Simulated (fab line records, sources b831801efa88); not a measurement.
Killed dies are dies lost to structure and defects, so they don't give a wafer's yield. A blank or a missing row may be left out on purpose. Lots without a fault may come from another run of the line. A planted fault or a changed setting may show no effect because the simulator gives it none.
A struck lot beside a sound one | flow sky130 | 44 steps out of a route of 708
Sound: wafers L967.1, L967.3, L967.4. Struck: wafers L978.3, L978.5, L978.6. The cause comes at the end.
At each step with rows: each side's tool, then ch and its chambers, then its first start. Under that, the readings that differ: sound wafers | struck wafers | difference of the means | sigmas: that difference in standard deviations of wafers without a fault.
alike: readings whose means differ by less than 2 such deviations, and words and numbers that are the same on both sides. not compared: withheld readings, readings that some wafer has no value for, bounds like >300 that may hide the same value, and numbers for which the record gives no deviation and whose values overlap.
The two part at a step that has a row with sigmas, a row that says differs or no value, or rows on one side only. Numbers that don't overlap but have no deviation are shown without sigmas and don't part them. A reading that every wafer of one side lacks parts them only if that side has two wafers or more.

first, 2 steps without rows for these wafers: SKY_DNWELL_DEVELOP_06 (develop time 60 s); SKY_DNWELL_IMPLANT_07.
SKY_DNWELL_STRIP_08: strips in O2/N2.
  sound on plasma_asher-03 ch 0,1, day 4 05:11; struck on plasma_asher-01 ch 0,1, day 6 18:03
  alike: drypump_motor_current_A, o2_flow_sccm, oes_product_au, strip_time_to_endpoint_s
  not compared: rf_hours_counter_h
SKY_DNWELL_TW_MEAS_09:
  sound on film_metro-04, day 4 05:17; struck on film_metro-03, day 6 18:08
  reading   | sound          | struck         | difference | sigmas
  DNWELL_TW | 1117 1116 1119 | 1098 1095 1098 | -20        | -3
then, 7 steps without rows for these wafers: SKY_PWDE_DEHYDRATE_00 (time 60 s); SKY_PWDE_HMDS_01 (prime time 60 s); SKY_PWDE_COAT_02 (resist thk 3000 nm); SKY_PWDE_SOFTBAKE_03; SKY_PWDE_EXPOSE_04 (exposes mask PWDEM, target cd 840 nm); SKY_PWDE_PEB_05; SKY_PWDE_DEVELOP_06 (develop time 60 s).
SKY_PWDE_OVL_MEAS_07:
  sound on overlay-01, day 4 22:46; struck on overlay-02, day 7 13:34
  alike: PWDE_OVL
SKY_PWDE_IMPLANT_08:
  sound on implanter-02 ch 0, day 4 22:48; struck on implanter-01 ch 0, day 7 13:38
  reading                          | sound                      | struck                       | difference | sigmas
  beam_on_s (s)                    | 10.25 9.82 10.18           | 12.08 11.76 11.75            | +1.78      | +9
  end_station_pressure_torr (Torr) | 5.16e-06 5.14e-06 5.03e-06 | 8.11e-05 7.808e-05 8.623e-05 | +7.67e-05  | +99 or more
  faraday_current_uA               | 19.8 20.6 20.0             | 16.6 17.2 17.2               | -3.1       | -8
SKY_PWDE_STRIP_09: strips in O2/N2.
  sound on plasma_asher-03 ch 0,1, day 4 22:57; struck on plasma_asher-03 ch 0,1, day 7 13:46
  alike: drypump_motor_current_A, o2_flow_sccm, oes_product_au, strip_time_to_endpoint_s
  not compared: rf_hours_counter_h
SKY_PWDE_TW_MEAS_10:
  sound on film_metro-04, day 4 23:03; struck on film_metro-03, day 7 13:51
  reading | sound             | struck            | difference | sigmas
  PWDE_TW | 372.0 372.5 371.8 | 387.7 388.1 386.0 | +15.2      | +9
then, 7 steps without rows for these wafers: SKY_NWELL_DEHYDRATE_03 (time 60 s); SKY_NWELL_HMDS_04 (prime time 60 s); SKY_NWELL_COAT_05 (resist thk 3000 nm); SKY_NWELL_SOFTBAKE_06; SKY_NWELL_EXPOSE_07 (exposes mask NWM, target cd 840 nm); SKY_NWELL_PEB_08; SKY_NWELL_DEVELOP_09 (develop time 60 s).
SKY_NWELL_OVL_MEAS_10:
  sound on overlay-02, day 5 15:31; struck on overlay-02, day 8 10:31
  reading           | sound       | struck         | difference | sigmas
  NWELL_00_OVL (nm) | 2.2 0.6 3.1 | -1.7 -2.2 -2.3 | -4.0       | -3
then, 3 steps without rows for these wafers: SKY_NWELL_IMPLANT_11; SKY_NWELL_IMPLANT_12; SKY_NWELL_IMPLANT_13.
SKY_NWELL_STRIP_14: strips in O2/N2.
  sound on plasma_asher-03 ch 0,1, day 5 16:00; struck on plasma_asher-04 ch 0,1, day 8 11:02
  alike: drypump_motor_current_A, o2_flow_sccm, oes_product_au, strip_time_to_endpoint_s
  not compared: rf_hours_counter_h
SKY_NWELL_TW_MEAS_15:
  sound on film_metro-03, day 5 16:06; struck on film_metro-03, day 8 11:07
  alike: NWELL_TW
then, 7 steps without rows for these wafers: SKY_NWELL_DEHYDRATE_16 (time 60 s); SKY_NWELL_HMDS_17 (prime time 60 s); SKY_NWELL_COAT_18 (resist thk 3000 nm); SKY_NWELL_SOFTBAKE_19; SKY_NWELL_EXPOSE_20 (exposes mask NWM COMPLEMENT, target cd 840 nm); SKY_NWELL_PEB_21; SKY_NWELL_DEVELOP_22 (develop time 60 s).
SKY_NWELL_OVL_MEAS_23:
  sound on overlay-01, day 6 10:48; struck on overlay-02, day 9 07:55
  alike: NWELL_01_OVL
then, 1 step without rows for these wafers: SKY_NWELL_IMPLANT_24.
SKY_NWELL_STRIP_25: strips in O2/N2.
  sound on plasma_asher-01 ch 0,1, day 6 10:59; struck on plasma_asher-04 ch 0,1, day 9 08:07
  alike: drypump_motor_current_A, o2_flow_sccm, oes_product_au, strip_time_to_endpoint_s
  not compared: rf_hours_counter_h
SKY_NWELL_TW_MEAS_26:
  sound on film_metro-04, day 6 11:05; struck on film_metro-04, day 9 08:12
  alike: NWELL_2_TW
then, 1 step without rows for these wafers: SKY_NWELL_CLEAN_27 (cleans in SC1/SC2, time 150 s).
SKY_NWELL_RTA_28: time 30 s.
  sound on rtp_anneal-01 ch 0, day 6 11:11; struck on rtp_anneal-02 ch 0, day 9 08:20
  alike: anneal_temp_c_max, chamber_o2_ppm, lamp_power_pct, wafer_temp_C_max
SKY_NWELL_RS_MEAS_29: measures by four-point-probe.
  sound on film_metro-04, day 6 11:17; struck on film_metro-03, day 9 08:26
  alike: NWELL_RS
SKY_NWELL_RS_MEAS_31: measures by four-point-probe.
  sound on film_metro-04, day 6 11:32; struck on film_metro-03, day 9 08:40
  reading          | sound          | struck         | difference | sigmas
  PWDE_RS (ohm/sq) | 5279 5287 5273 | 4681 4691 4689 | -593       | -28
-- the record jumps here: 40 days lie between the struck wafers' starts before and after (it left off in module NWELL and takes up again in module PAD_OPEN, whose first step shown is number 708 of the route) --
SKY_PAD_OPEN_PROBE_99:
  sound on prober-02, day 46 23:26; struck on prober-02, day 49 13:28
  reading                                   | sound                         | struck         | difference | sigmas
  model.etest.res_p_drift_20v.line_ohm_um   | 1.161e+04 1.196e+04 1.204e+04 | 9469 9190 9577 | -2458      |
  model.etest.res_p_drift_20v.rs_ohm_sq     | 9711 9950 1.002e+04           | 7949 7726 8014 | -1997      |
  model.etest.res_pwde_under_gate.rs_ohm_sq | 6292 6283 6215                | 5325 5302 5314 | -950       |
  alike: killed_at_M0_to_M3, killed_at_M4_up, killed_at_contacts, killed_at_front_end, killed_at_other, killed_dies, killed_open, killed_short

WHERE THEY PART
First at SKY_DNWELL_TW_MEAS_09; last, within this record, at SKY_NWELL_RS_MEAS_31. Later steps at which nothing parts them and some readings are alike: SKY_PAD_OPEN_PROBE_99.

WHY: what the simulator had put in
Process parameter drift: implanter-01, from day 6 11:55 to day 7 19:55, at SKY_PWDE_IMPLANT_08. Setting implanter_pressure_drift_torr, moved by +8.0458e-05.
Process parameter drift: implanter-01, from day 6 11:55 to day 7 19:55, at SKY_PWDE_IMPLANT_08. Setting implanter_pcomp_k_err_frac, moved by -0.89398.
